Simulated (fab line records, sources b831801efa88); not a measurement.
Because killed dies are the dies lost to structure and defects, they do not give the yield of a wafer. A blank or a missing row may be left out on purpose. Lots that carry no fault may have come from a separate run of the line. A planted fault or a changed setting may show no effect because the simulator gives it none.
Which tool did it? :: flow sky130 :: 12 lots with 36 wafers sampled at 5 steps, on a route of 708 steps

== WHAT THE GAUGES SHOWED, per wafer ==
The record holds no reading of a measuring or inspecting step that can be judged against a usual standard deviation.

== WHAT TOOL EACH LOT RAN ON (gives the tool, then ch and the chambers of the sampled wafers, and finally the start) ==
lot: L526
SKY_FIELD_ISO_CVD_24: hdpcvd-01 ch 0,1,2, day 2 06:33
SKY_VT_ADJUST_NCORE_STRIP_10: plasma asher-04 ch 0,1, day 8 09:53
SKY_RES_PROTECT_STRIP_07: plasma asher-04 ch 0,1, day 14 20:32
SKY_METAL2_SPUTTER_03: pvd sputter-03, day 33 23:42
SKY_PAD_OPEN_PROBE_99: -

lot: L527
SKY_FIELD_ISO_CVD_24: hdpcvd-01 ch 0,1,2, day 2 13:54
SKY_VT_ADJUST_NCORE_STRIP_10: plasma asher-02 ch 0,1, day 8 18:44
SKY_RES_PROTECT_STRIP_07: plasma asher-03 ch 0,1, day 15 13:50
SKY_METAL2_SPUTTER_03: pvd sputter-04, day 34 11:24
SKY_PAD_OPEN_PROBE_99: -

lot: L528
SKY_FIELD_ISO_CVD_24: hdpcvd-02 ch 0,1, day 2 16:48
SKY_VT_ADJUST_NCORE_STRIP_10: plasma asher-02 ch 0,1, day 9 01:05
SKY_RES_PROTECT_STRIP_07: plasma asher-03 ch 0,1, day 15 19:49
SKY_METAL2_SPUTTER_03: pvd sputter-03, day 34 19:28
SKY_PAD_OPEN_PROBE_99: -

lot: L529
SKY_FIELD_ISO_CVD_24: hdpcvd-02 ch 0,1, day 3 00:02
SKY_VT_ADJUST_NCORE_STRIP_10: plasma asher-03 ch 0,1, day 9 11:01
SKY_RES_PROTECT_STRIP_07: plasma asher-01 ch 0,1, day 16 03:46
SKY_METAL2_SPUTTER_03: pvd sputter-04, day 35 04:22
SKY_PAD_OPEN_PROBE_99: -

lot: L530
SKY_FIELD_ISO_CVD_24: hdpcvd-02 ch 0,1, day 3 04:28
SKY_VT_ADJUST_NCORE_STRIP_10: plasma asher-03 ch 0,1, day 9 15:08
SKY_RES_PROTECT_STRIP_07: plasma asher-04 ch 0,1, day 16 09:04
SKY_METAL2_SPUTTER_03: pvd sputter-03, day 35 12:17
SKY_PAD_OPEN_PROBE_99: -

lot: L533
SKY_FIELD_ISO_CVD_24: hdpcvd-01 ch 0,1,2, day 3 22:25
SKY_VT_ADJUST_NCORE_STRIP_10: plasma asher-03 ch 0,1, day 10 20:02
SKY_RES_PROTECT_STRIP_07: plasma asher-01 ch 0,1, day 17 20:38
SKY_METAL2_SPUTTER_03: pvd sputter-03, day 36 14:13
SKY_PAD_OPEN_PROBE_99: -

lot: L535
SKY_FIELD_ISO_CVD_24: hdpcvd-01 ch 1,2, day 4 06:52
SKY_VT_ADJUST_NCORE_STRIP_10: plasma asher-02 ch 0,1, day 11 05:02
SKY_RES_PROTECT_STRIP_07: plasma asher-04 ch 0,1, day 18 06:34
SKY_METAL2_SPUTTER_03: pvd sputter-03, day 36 22:46
SKY_PAD_OPEN_PROBE_99: -

lot: L538
SKY_FIELD_ISO_CVD_24: hdpcvd-02 ch 0,1,2, day 4 23:21
SKY_VT_ADJUST_NCORE_STRIP_10: plasma asher-04 ch 0,1, day 12 01:58
SKY_RES_PROTECT_STRIP_07: plasma asher-01 ch 0,1, day 19 09:29
SKY_METAL2_SPUTTER_03: pvd sputter-03, day 38 02:04
SKY_PAD_OPEN_PROBE_99: -

lot: L539
SKY_FIELD_ISO_CVD_24: hdpcvd-01 ch 0,1,2, day 5 04:19
SKY_VT_ADJUST_NCORE_STRIP_10: plasma asher-03 ch 0, day 12 10:50
SKY_RES_PROTECT_STRIP_07: plasma asher-04 ch 0,1, day 19 22:49
SKY_METAL2_SPUTTER_03: pvd sputter-03, day 38 06:46
SKY_PAD_OPEN_PROBE_99: prober-02, day 48 23:19

lot: L546
SKY_FIELD_ISO_CVD_24: hdpcvd-02 ch 0,1,2, day 6 15:41
SKY_VT_ADJUST_NCORE_STRIP_10: plasma asher-03 ch 0,1, day 14 10:13
SKY_RES_PROTECT_STRIP_07: plasma asher-03 ch 0,1, day 22 05:23
SKY_METAL2_SPUTTER_03: pvd sputter-03, day 40 08:40
SKY_PAD_OPEN_PROBE_99: -

lot: L548
SKY_FIELD_ISO_CVD_24: hdpcvd-02 ch 0,2, day 7 02:26
SKY_VT_ADJUST_NCORE_STRIP_10: plasma asher-03 ch 0,1, day 15 10:20
SKY_RES_PROTECT_STRIP_07: plasma asher-01 ch 0,1, day 23 06:53
SKY_METAL2_SPUTTER_03: pvd sputter-01, day 41 04:43
SKY_PAD_OPEN_PROBE_99: -

lot: L549
SKY_FIELD_ISO_CVD_24: hdpcvd-01 ch 1,2, day 7 09:35
SKY_VT_ADJUST_NCORE_STRIP_10: plasma asher-03 ch 0,1, day 15 18:59
SKY_RES_PROTECT_STRIP_07: plasma asher-04 ch 0,1, day 23 15:53
SKY_METAL2_SPUTTER_03: pvd sputter-03, day 41 08:32
SKY_PAD_OPEN_PROBE_99: -
- SKY_FIELD_ISO_CVD_24: deposits SiO2, target thk 595 nm, time 99.2 s.
- SKY_VT_ADJUST_NCORE_STRIP_10: strips in O2/N2.
- SKY_RES_PROTECT_STRIP_07: strips in O2/N2.
- SKY_METAL2_SPUTTER_03: material Ti, target thk 5 nm, time 3.3 s.
- SKY_PAD_OPEN_PROBE_99

== WHAT THE TOOLS THEMSELVES READ (means of the sampled wafers that have a number; where no wafer has one, the mark that the record gives instead) ==
SKY_FIELD_ISO_CVD_24. Usual: pressure mtorr 6.000 mTorr, standard deviation 0.011; susceptor temp C 649.98 C, standard deviation 0.29.
lot: L526
tool: hdpcvd-01
pressure mtorr (mTorr): 6.003
susceptor temp C (C): 649.83
flag: 

lot: L527
tool: hdpcvd-01
pressure mtorr (mTorr): 6.005
susceptor temp C (C): 649.74
flag: 

lot: L528
tool: hdpcvd-02
pressure mtorr (mTorr): 6.002
susceptor temp C (C): 649.97
flag: 

lot: L529
tool: hdpcvd-02
pressure mtorr (mTorr): 6.001
susceptor temp C (C): 649.90
flag: 

lot: L530
tool: hdpcvd-02
pressure mtorr (mTorr): 5.999
susceptor temp C (C): 649.75
flag: 

lot: L533
tool: hdpcvd-01
pressure mtorr (mTorr): 5.998
susceptor temp C (C): 649.91
flag: 

lot: L535
tool: hdpcvd-01
pressure mtorr (mTorr): 5.200
susceptor temp C (C): 649.97
flag: OFF

lot: L538
tool: hdpcvd-02
pressure mtorr (mTorr): 5.998
susceptor temp C (C): 649.95
flag: 

lot: L539
tool: hdpcvd-01
pressure mtorr (mTorr): 5.607
susceptor temp C (C): 650.02
flag: OFF

lot: L546
tool: hdpcvd-02
pressure mtorr (mTorr): 5.993
susceptor temp C (C): 649.72
flag: 

lot: L548
tool: hdpcvd-02
pressure mtorr (mTorr): 5.991
susceptor temp C (C): 649.94
flag: 

lot: L549
tool: hdpcvd-01
pressure mtorr (mTorr): 5.991
susceptor temp C (C): 649.98
flag: 

SKY_VT_ADJUST_NCORE_STRIP_10. Usual: drypump motor current A 5.8 A, standard deviation 0.83; oes product au 0.716 a.u., standard deviation 0.0037; strip time to endpoint s 14.17 s, standard deviation 0.031.
lot: L526
tool: plasma asher-04
drypump motor current A (A): 5.8
oes product au (a.u.): 0.717
strip time to endpoint s (s): 14.18
flag: 

lot: L527
tool: plasma asher-02
drypump motor current A (A): 4.9
oes product au (a.u.): 0.717
strip time to endpoint s (s): 14.19
flag: 

lot: L528
tool: plasma asher-02
drypump motor current A (A): 5.0
oes product au (a.u.): 0.718
strip time to endpoint s (s): 14.16
flag: 

lot: L529
tool: plasma asher-03
drypump motor current A (A): 6.6
oes product au (a.u.): 0.717
strip time to endpoint s (s): 14.15
flag: 

lot: L530
tool: plasma asher-03
drypump motor current A (A): 6.6
oes product au (a.u.): 0.718
strip time to endpoint s (s): 14.19
flag: 

lot: L533
tool: plasma asher-03
drypump motor current A (A): 6.6
oes product au (a.u.): 0.715
strip time to endpoint s (s): 14.11
flag: 

lot: L535
tool: plasma asher-02
drypump motor current A (A): 5.0
oes product au (a.u.): 0.720
strip time to endpoint s (s): 14.17
flag: 

lot: L538
tool: plasma asher-04
drypump motor current A (A): 5.2
oes product au (a.u.): 0.716
strip time to endpoint s (s): 14.20
flag: 

lot: L539
tool: plasma asher-03
drypump motor current A (A): 6.5
oes product au (a.u.): 0.714
strip time to endpoint s (s): 14.14
flag: 

lot: L546
tool: plasma asher-03
drypump motor current A (A): 6.6
oes product au (a.u.): 0.715
strip time to endpoint s (s): 14.13
flag: 

lot: L548
tool: plasma asher-03
drypump motor current A (A): 6.6
oes product au (a.u.): 0.710
strip time to endpoint s (s): 14.19
flag: 

lot: L549
tool: plasma asher-03
drypump motor current A (A): 6.6
oes product au (a.u.): 0.718
strip time to endpoint s (s): 14.18
flag: 

SKY_RES_PROTECT_STRIP_07. Usual: drypump motor current A 6.1 A, standard deviation 0.72; oes product au 0.517 a.u., standard deviation 0.0047; strip time to endpoint s 23.32 s, standard deviation 0.041.
lot: L526
tool: plasma asher-04
drypump motor current A (A): 5.8
oes product au (a.u.): 0.517
strip time to endpoint s (s): 23.30
flag: 

lot: L527
tool: plasma asher-03
drypump motor current A (A): 6.6
oes product au (a.u.): 0.517
strip time to endpoint s (s): 23.38
flag: 

lot: L528
tool: plasma asher-03
drypump motor current A (A): 6.5
oes product au (a.u.): 0.517
strip time to endpoint s (s): 23.32
flag: 

lot: L529
tool: plasma asher-01
drypump motor current A (A): 6.4
oes product au (a.u.): 0.519
strip time to endpoint s (s): 23.29
flag: 

lot: L530
tool: plasma asher-04
drypump motor current A (A): 5.8
oes product au (a.u.): 0.518
strip time to endpoint s (s): 23.34
flag: 

lot: L533
tool: plasma asher-01
drypump motor current A (A): 6.4
oes product au (a.u.): 0.517
strip time to endpoint s (s): 23.30
flag: 

lot: L535
tool: plasma asher-04
drypump motor current A (A): 5.8
oes product au (a.u.): 0.517
strip time to endpoint s (s): 23.29
flag: 

lot: L538
tool: plasma asher-01
drypump motor current A (A): 6.2
oes product au (a.u.): 0.518
strip time to endpoint s (s): 23.31
flag: 

lot: L539
tool: plasma asher-04
drypump motor current A (A): 5.3
oes product au (a.u.): 0.516
strip time to endpoint s (s): 23.27
flag: 

lot: L546
tool: plasma asher-03
drypump motor current A (A): 6.6
oes product au (a.u.): 0.518
strip time to endpoint s (s): 23.28
flag: 

lot: L548
tool: plasma asher-01
drypump motor current A (A): 6.4
oes product au (a.u.): 0.521
strip time to endpoint s (s): 23.31
flag: 

lot: L549
tool: plasma asher-04
drypump motor current A (A): 5.2
oes product au (a.u.): 0.515
strip time to endpoint s (s): 23.27
flag: 

SKY_METAL2_SPUTTER_03. Usual: throttle valve pct at 30.3 %, with a standard deviation of 1.3.
lot: L526
tool: pvd sputter-03
throttle valve pct (%): 31.4
flag: 

lot: L527
tool: pvd sputter-04
throttle valve pct (%): 28.5
flag: 

lot: L528
tool: pvd sputter-03
throttle valve pct (%): 30.0
flag: 

lot: L529
tool: pvd sputter-04
throttle valve pct (%): 28.5
flag: 

lot: L530
tool: pvd sputter-03
throttle valve pct (%): 29.6
flag: 

lot: L533
tool: pvd sputter-03
throttle valve pct (%): 31.2
flag: 

lot: L535
tool: pvd sputter-03
throttle valve pct (%): 30.2
flag: 

lot: L538
tool: pvd sputter-03
throttle valve pct (%): 30.4
flag: 

lot: L539
tool: pvd sputter-03
throttle valve pct (%): 29.7
flag: 

lot: L546
tool: pvd sputter-03
throttle valve pct (%): 30.8
flag: 

lot: L548
tool: pvd sputter-01
throttle valve pct (%): 29.3
flag: 

lot: L549
tool: pvd sputter-03
throttle valve pct (%): 32.0
flag: 

SKY_PAD_OPEN_PROBE_99. Usual: killed_at_M0_to_M3 42, standard deviation 7; killed_at_M4_up 2.8, standard deviation 1.8; killed at contacts 24, standard deviation 5.8; killed at front end 15, standard deviation 4.8; killed at other 0.3, standard deviation 0.56; killed dies 84, standard deviation 11; killed open 46, standard deviation 7.8; killed short 38, standard deviation 6.3.
lot: L539
tool: prober-02
killed_at_M0_to_M3: 47
killed_at_M4_up: 2.3
killed at contacts: 26
killed at front end: 13
killed at other: 0.3
killed dies: 89
killed open: 45
killed short: 43
flag: 

== THE ANSWER, worked out from the rows above alone ==
Rule: lot off if the mean of its wafers having a number is beyond 3 standard deviations from the usual mean. Also off: a lot with no number at a reading for which 4 or more lots have one. Where the step has rows for the other lots, those lots are counted as sound. First the gauges in route order, then the tools' own readings, where a lot's mean is used as printed above. At the first step where some lot is off, the reading lying furthest off is the one used; lots without a number count as furthest.
Off, at SKY_FIELD_ISO_CVD_24 on pressure mtorr: L535, L539.
A tool fits if, at that step or a process step before it, it ran every lot that is off, and no sound lot after the first of them. Not one of the candidates tried fits.

== WHAT THE SIMULATOR HAD INSERTED ==
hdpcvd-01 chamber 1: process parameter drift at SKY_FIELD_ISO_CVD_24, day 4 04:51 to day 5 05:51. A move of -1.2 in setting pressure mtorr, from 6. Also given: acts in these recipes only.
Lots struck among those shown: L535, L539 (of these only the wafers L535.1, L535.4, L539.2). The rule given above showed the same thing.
